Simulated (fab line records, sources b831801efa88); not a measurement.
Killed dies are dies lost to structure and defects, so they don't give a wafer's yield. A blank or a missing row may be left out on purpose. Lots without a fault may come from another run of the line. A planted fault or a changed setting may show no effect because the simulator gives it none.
A struck lot beside a sound one | flow sky130 | 22 steps out of a route of 708
Sound: wafers L423.3, L423.4, L423.6. Struck: wafers L431.1, L431.2, L431.3. The cause comes at the end.
At each step with rows: each side's tool, then ch and its chambers, then its first start. Under that, the readings that differ: sound wafers | struck wafers | difference of the means | sigmas: that difference in standard deviations of wafers without a fault.
alike: readings whose means differ by less than 2 such deviations, and words and numbers that are the same on both sides. not compared: withheld readings, readings that some wafer has no value for, bounds like >300 that may hide the same value, and numbers for which the record gives no deviation and whose values overlap.
The two part at a step that has a row with sigmas, a row that says differs or no value, or rows on one side only. Numbers that don't overlap but have no deviation are shown without sigmas and don't part them. A reading that every wafer of one side lacks parts them only if that side has two wafers or more.

first, 6 steps without rows for these wafers: SKY_VT_ADJUST_LVTN_HMDS_01 (prime time 60 s); SKY_VT_ADJUST_LVTN_COAT_02 (resist thk 3000 nm); SKY_VT_ADJUST_LVTN_SOFTBAKE_03; SKY_VT_ADJUST_LVTN_EXPOSE_04 (exposes mask NWM COMPLEMENT LESS NATIVE, target cd 840 nm); SKY_VT_ADJUST_LVTN_PEB_05; SKY_VT_ADJUST_LVTN_DEVELOP_06 (develop time 60 s).
SKY_VT_ADJUST_LVTN_OVL_MEAS_07:
  sound on overlay-01, day 6 22:43; struck on overlay-02, day 9 08:36
  alike: VT_ADJUST_LVTN_OVL
then, 1 step without rows for these wafers: SKY_VT_ADJUST_LVTN_IMPLANT_08.
SKY_VT_ADJUST_LVTN_STRIP_09: strips in O2/N2.
  sound on plasma_asher-01 ch 0,1, day 6 22:55; struck on plasma_asher-01 ch 0,1, day 9 08:47
  alike: drypump_motor_current_A, oes_product_au, strip_time_to_endpoint_s
  not compared: rf_hours_counter_h
SKY_VT_ADJUST_LVTN_TW_MEAS_10:
  sound on film_metro-03, day 6 23:01; struck on film_metro-02, day 9 08:53
  alike: VT_ADJUST_LVTN_TW
then, 2 steps without rows for these wafers: SKY_VT_ADJUST_LVTN_DEHYDRATE_11 (time 60 s); SKY_VT_ADJUST_LVTN_HMDS_12 (prime time 60 s).
SKY_VT_ADJUST_LVTN_COAT_13: resist thk 1140 nm.
  sound on litho_track-03 ch 0, day 7 07:51; struck on litho_track-04 ch 0, day 9 19:12
  reading                                             | sound                | struck               | difference | sigmas
  spin_speed_rpm (rpm)                                | 3000.5 2999.1 2999.0 | 3059.6 3060.3 3062.9 | +61.4      | +31
  model.NOVOLAK_of_VT_ADJUST_LVTN_COAT_13.thk_nm (nm) | 1143 1145 1145       | 1126 1131 1130       | -15        |
then, 3 steps without rows for these wafers: SKY_VT_ADJUST_LVTN_SOFTBAKE_14 (time 60 s); SKY_VT_ADJUST_LVTN_EXPOSE_15 (exposes mask HVN STD DERIVED, target cd 600 nm); SKY_VT_ADJUST_LVTN_PEB_16.
SKY_VT_ADJUST_LVTN_DEVELOP_17: develop time 60 s.
  sound on litho_track-03 ch 0, day 7 17:39; struck on litho_track-01 ch 0, day 10 06:07
  reading                                             | sound          | struck         | difference | sigmas
  model.NOVOLAK_of_VT_ADJUST_LVTN_COAT_13.thk_nm (nm) | 1143 1145 1145 | 1125 1130 1130 | -16        |
SKY_VT_ADJUST_LVTN_OVL_MEAS_18:
  sound on overlay-02, day 7 17:46; struck on overlay-02, day 10 06:16
  alike: VT_ADJUST_LVTN_01_OVL
then, 1 step without rows for these wafers: SKY_VT_ADJUST_LVTN_IMPLANT_19.
SKY_VT_ADJUST_LVTN_STRIP_20: strips in O2/N2.
  sound on plasma_asher-01 ch 0,1, day 7 17:58; struck on plasma_asher-02 ch 0,1, day 10 06:27
  reading                      | sound             | struck            | difference | sigmas
  drypump_motor_current_A (A)  | 5.36 5.21 5.23    | 5.56 5.82 5.57    | +0.38      | +2
  strip_time_to_endpoint_s (s) | 14.21 14.23 14.25 | 14.00 14.06 14.07 | -0.19      | -5
  alike: oes_product_au
  not compared: rf_hours_counter_h
SKY_VT_ADJUST_LVTN_TW_MEAS_21:
  sound on film_metro-03, day 7 18:04; struck on film_metro-04, day 10 06:33
  alike: VT_ADJUST_LVTN_2_TW
-- the record jumps here: 37 days lie between the struck wafers' starts before and after (it left off in module VT_ADJUST_LVTN and takes up again in module PAD_OPEN, whose first step shown is number 708 of the route) --
SKY_PAD_OPEN_PROBE_99:
  the record has rows for the struck wafers here (prober-01, day 47 16:56) and none for the sound ones

WHERE THEY PART
First at SKY_VT_ADJUST_LVTN_COAT_13; last, within this record, at SKY_PAD_OPEN_PROBE_99.

WHY: what the simulator had put in
Process parameter drift: litho_track-04, from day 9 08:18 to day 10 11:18, at SKY_VT_ADJUST_LVTN_COAT_13. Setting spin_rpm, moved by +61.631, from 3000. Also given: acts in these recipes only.
